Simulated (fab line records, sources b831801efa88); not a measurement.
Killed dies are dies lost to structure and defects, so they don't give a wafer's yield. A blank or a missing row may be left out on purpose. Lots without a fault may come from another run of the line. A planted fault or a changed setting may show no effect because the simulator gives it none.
Problem report in the 8D (eight disciplines) form, filled by code | flow gf180mcu | the parts of the form that need people (team, actions taken, sign-off) are left out

1. THE PROBLEM
LVPWELL_RS at GF_VT_IMPLANT_RS_MEAS_48 reads a mean of 1171 ohm/sq on 6 wafers of 2 lots; wafers without a fault read 1196 ohm/sq with a standard deviation of 3.3. That is -7.7 standard deviations from the usual mean.
The step: measures by four-point-probe.
First seen on wafer L459.1, day 9 19:57, on film_metro-04. The record holds 39 wafers of 13 lots with a number at this step. Rule for "out", or "out of limits": more than 4 standard deviations from the usual mean. The other wafers with a number count as sound.

2. WHAT IT IS AND WHAT IT IS NOT
question                    | is                     | is not
which readings at this step | LVPWELL_RS             | -
which lots                  | L459, L461             | L453, L455, L457, L458, L460, L463, L472, L473, L474, L475, L476
which wafers of those lots  | all that have a number | -
read on which gauges        | film_metro-04          | film_metro-01
when                        | from day 9 19:57       | up to then (15 sound wafers); but 18 sound wafers of L463, L472, L473, L474, L475, L476 came after

3. SUSPECTS, AND WHAT RULES EACH OUT
Counting: a tool at a process step up to the reading stays a suspect if it ran every lot that is out and no sound lot after the first of them.
- the gauge at GF_VT_IMPLANT_RS_MEAS_48: ruled out. All the wafers that are out were read on film_metro-04, but those of them that GF_LVPWELL_IMPLANT_09 has rows for are out there too, on other tools.
- implanter-03 at GF_LVPWELL_IMPLANT_09: kept. It ran every lot that is out, first L459 (day 5 16:19), and no sound lot after that; its last sound lot up to then is L458 (day 5 11:35). Its own readings are out on those wafers: dose_ions_cm2, faraday_current_uA.
Left after counting: implanter-03 at GF_LVPWELL_IMPLANT_09.

4. THE CAUSE (what the simulator had put in)
Process parameter drift: implanter-03, from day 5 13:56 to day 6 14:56, at GF_LVPWELL_IMPLANT_09. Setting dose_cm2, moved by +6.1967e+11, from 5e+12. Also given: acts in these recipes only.
Counting left only this tool.

5. THE CHAIN OF EFFECTS, in route order
Each row: a reading whose mean over the struck wafers that have a number lies more than 3 standard deviations from the usual. Only readings for which the record gives a usual standard deviation are gone through. hours: the time from each lot's start at the first step in this table that gives one to its start at this step, as a median over the lots. sigmas: the change in usual standard deviations.
hours | step                     | reading            | usual       | on struck wafers | change | sigmas
0     | GF_LVPWELL_IMPLANT_09    | dose_ions_cm2      | 5e+12       | 6e+12            | +6e+11 | +99 or more
0     | GF_LVPWELL_IMPLANT_09    | faraday_current_uA | 28.2        | 32.3             | +4.1   | +7.4
100   | GF_VT_IMPLANT_RS_MEAS_48 | LVPWELL_RS         | 1196 ohm/sq | 1171             | -25    | -7.7
The process steps in it:
- GF_LVPWELL_IMPLANT_09
Later measuring or inspecting steps at which every struck wafer that the step has a row for has a number for every such reading, and none has moved that far: GF_VT_IMPLANT_RS_MEAS_49, GF_HV_LDD_CD_MEAS_31, GF_HV_LDD_RS_MEAS_53, GF_PSD_OVL_MEAS_08.

6. WHAT WOULD HAVE CAUGHT IT SOONER
In this record the first reading out of limits at a measuring or inspecting step was taken at day 9 19:57, 102 hours after the fault began at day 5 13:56.
The tool's own readings at GF_LVPWELL_IMPLANT_09 were out on every struck wafer that the step has a row for (dose_ions_cm2, faraday_current_uA): an alarm limit on them would have fired on the first of those.
All the lots that are out (2) had begun GF_LVPWELL_IMPLANT_09 on implanter-03 by day 9 19:57. A hold on the tool at that time would have spared none of them.
